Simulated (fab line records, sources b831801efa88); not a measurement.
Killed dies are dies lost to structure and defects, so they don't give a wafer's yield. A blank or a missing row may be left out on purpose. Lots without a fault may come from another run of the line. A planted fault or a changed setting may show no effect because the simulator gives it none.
One fault seen from 2 desks | flow gf180mcu | each desk has only its own numbers; what lay behind them comes last

THE TOOL OWNER'S DESK: rie_metal-03
The tool's own readings at GF_M1_METAL_ETCH_16 (etches the open film in Cl2/BCl3, stops on SiO2, target depth 627.5 nm, time 104.6 s): means of the sampled wafers that have a number, for each lot that ran on this tool. A lot is out of limits, marked OUT, if its mean lies more than 4 standard deviations from the usual mean; the brackets give that distance.
Columns: A = drypump_motor_current_A at GF_M1_METAL_ETCH_16, usual 5.5 A; B = oes_product_au at GF_M1_METAL_ETCH_16, usual 0.974 a.u.; C = throttle_valve_pct at GF_M1_METAL_ETCH_16, usual 28.249 %
lot  | first seen here | A   | B     | C
L428 | day 17 16:05    | 5.1 | 0.983 | 28.248
L429 | day 18 05:57    | 5.5 | 0.978 | 28.241
L433 | day 19 10:06    | 5.5 | 0.981 | 28.248
L434 | day 19 22:44    | 5.5 | 0.963 | 28.257
L444 | day 23 09:38    | 5.6 | 0.975 | 28.249
L445 | day 23 13:59    | 6.0 | 0.969 | 28.257
This desk's finding: nothing out of limits on any of the 6 lots.

THE METROLOGY DESK
What the gauges read, lot by lot, whatever tool the lot ran on: means of the sampled wafers that have a number. A lot is out of limits, marked OUT, if its mean lies more than 4 standard deviations from the usual mean; the brackets give that distance.
Columns: A = cd_nm at GF_M5_CD_MEAS_07, usual 280.4 nm
lot  | first seen here | A
L427 | day 26 10:45    | 282.1
L428 | day 26 18:14    | 279.4
L429 | day 27 06:23    | 281.0
L431 | day 27 13:37    | 279.6
L433 | day 28 06:14    | 280.3
L434 | day 28 17:41    | 281.4
L441 | day 30 15:14    | 279.2
L443 | day 31 06:02    | 279.7
L444 | day 31 09:50    | 281.3
L445 | day 31 13:58    | 280.6
L446 | day 31 20:03    | 281.5
L447 | day 32 04:33    | 280.3
L448 | day 32 10:54    | 281.5
This desk's finding: nothing out of limits on any of the 13 lots.

PUT TOGETHER
The tool owner's desk saw nothing out of limits.
The metrology desk saw nothing out of limits.

WHAT THE SIMULATOR HAD PUT IN
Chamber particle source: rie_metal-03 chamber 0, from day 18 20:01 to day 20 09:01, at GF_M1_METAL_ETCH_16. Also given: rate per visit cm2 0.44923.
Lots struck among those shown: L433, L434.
